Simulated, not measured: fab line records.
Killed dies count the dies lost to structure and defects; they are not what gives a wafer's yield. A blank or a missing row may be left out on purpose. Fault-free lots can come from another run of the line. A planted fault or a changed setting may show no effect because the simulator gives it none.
A lot that was struck, set against a sound lot :: flow sky130 :: 15 out of 708 route steps
Sound: the wafers L550.1, L550.3, L550.5. Wafers L558.1, L558.3, L558.4 were the ones struck. Last of all comes the cause.
Per side, at each step with rows, come the tool, then ch with its chambers, and then its first start. Under that, the readings that differ: sound wafers :: struck wafers :: difference of the means :: sigmas: that difference in standard deviations of wafers without a fault.
alike: readings whose means differ by less than 2 such deviations, and words and numbers that are the same on both sides. not compared: withheld readings, readings that some wafer has no value for, bounds like >300 that may hide the same value, and numbers for which the record gives no deviation and whose values overlap.
Wherever a step has rows on one side only, a row that says differs or no value, or a row with sigmas, the two part there. When numbers do not overlap yet have no deviation, they are printed without sigmas and do not part them. Lack of a reading on every wafer of one side parts them only where that side has two or more wafers.

SKY_METAL1_THK_MEAS_06: measures by xrf.
  sound on film_metro-04 at day 32 15:36; struck on film_metro-04 at day 35 08:17
  alike: METAL1_ALCU_THK
then, 8 steps without rows for these wafers: SKY_METAL1_DEHYDRATE_07 (time 60 s); SKY_METAL1_HMDS_08 (prime time 60 s); SKY_METAL1_COAT_09 (resist thk 60 nm); SKY_METAL1_COAT_10 (resist thk 450 nm); SKY_METAL1_SOFTBAKE_11 (time 90 s); SKY_METAL1_EXPOSE_12 (exposes mask MM1, target cd 140 nm); SKY_METAL1_PEB_13; SKY_METAL1_DEVELOP_14 (develop time 60 s).
SKY_METAL1_CD_MEAS_15: target cd 140 nm.
  sound on cd_sem-02 at day 33 19:04; struck on cd_sem-01 at day 36 10:02
  alike: cd_nm
SKY_METAL1_OVL_MEAS_16:
  sound on overlay-01 at day 33 19:11; struck on overlay-02 at day 36 10:09
  alike: METAL1_OVL
SKY_METAL1_DESCUM_17: chemistry O2, time 8 s.
  sound on rie_metal-01 ch 0,1, day 33 19:13; struck on rie_metal-01 ch 0, day 36 10:11
  alike: drypump_motor_current_A, oes_product_au
  not compared: rf_hours_counter_h
SKY_METAL1_ETCH_18: etches BARC in N2/H2, stops on SiO2, time 45.9 s, target depth 60 nm.
  sound on rie_metal-01 ch 0,1, day 33 19:15; struck on rie_metal-01 ch 0, day 36 10:16
reading: bias_w (W)
sound: 99.8 100.1 99.8
struck: 94.1 94.2 94.3
difference: -5.7
sigmas: -18
  alike: drypump_motor_current_A, oes_product_au, throttle_valve_pct
  not compared: rf_hours_counter_h
SKY_METAL1_METAL_ETCH_19: etches the open film in Cl2/BCl3, stops on SiO2, target depth 360 nm, time 78 s.
  sound on rie_metal-01 ch 0,1, day 33 19:19; struck on rie_metal-01 ch 0, day 36 10:26
  alike: bias_w, drypump_motor_current_A, oes_product_au, throttle_valve_pct
  not compared: rf_hours_counter_h
-- the record jumps here: 12 days lie between the struck wafers' starts before and after (it left off in module METAL1 and takes up again in module PAD_OPEN, whose first step shown is number 708 of the route) --
SKY_PAD_OPEN_PROBE_99:
  sound on prober-02 at day 46 14:38; struck on prober-02 at day 48 13:53
  alike: defect_limited_yield, killed_at_M0_to_M3, killed_at_M4_up, killed_at_contacts, killed_at_front_end, killed_at_other, killed_dies, killed_open, killed_short, sort_bin_3_pad_short, sort_bin_5_function, sort_bin_6_memory, sort_n_pass, sort_yield_pct

WHERE THEY PART
Within this record, at SKY_METAL1_ETCH_18 only. Later steps at which nothing parts them and some readings are alike: SKY_METAL1_METAL_ETCH_19, SKY_PAD_OPEN_PROBE_99.

WHY: whatever the simulator had introduced
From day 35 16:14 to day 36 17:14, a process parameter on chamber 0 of rie_metal-01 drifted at SKY_METAL1_ETCH_18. From 100, the setting bias_w moved by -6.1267. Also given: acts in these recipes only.
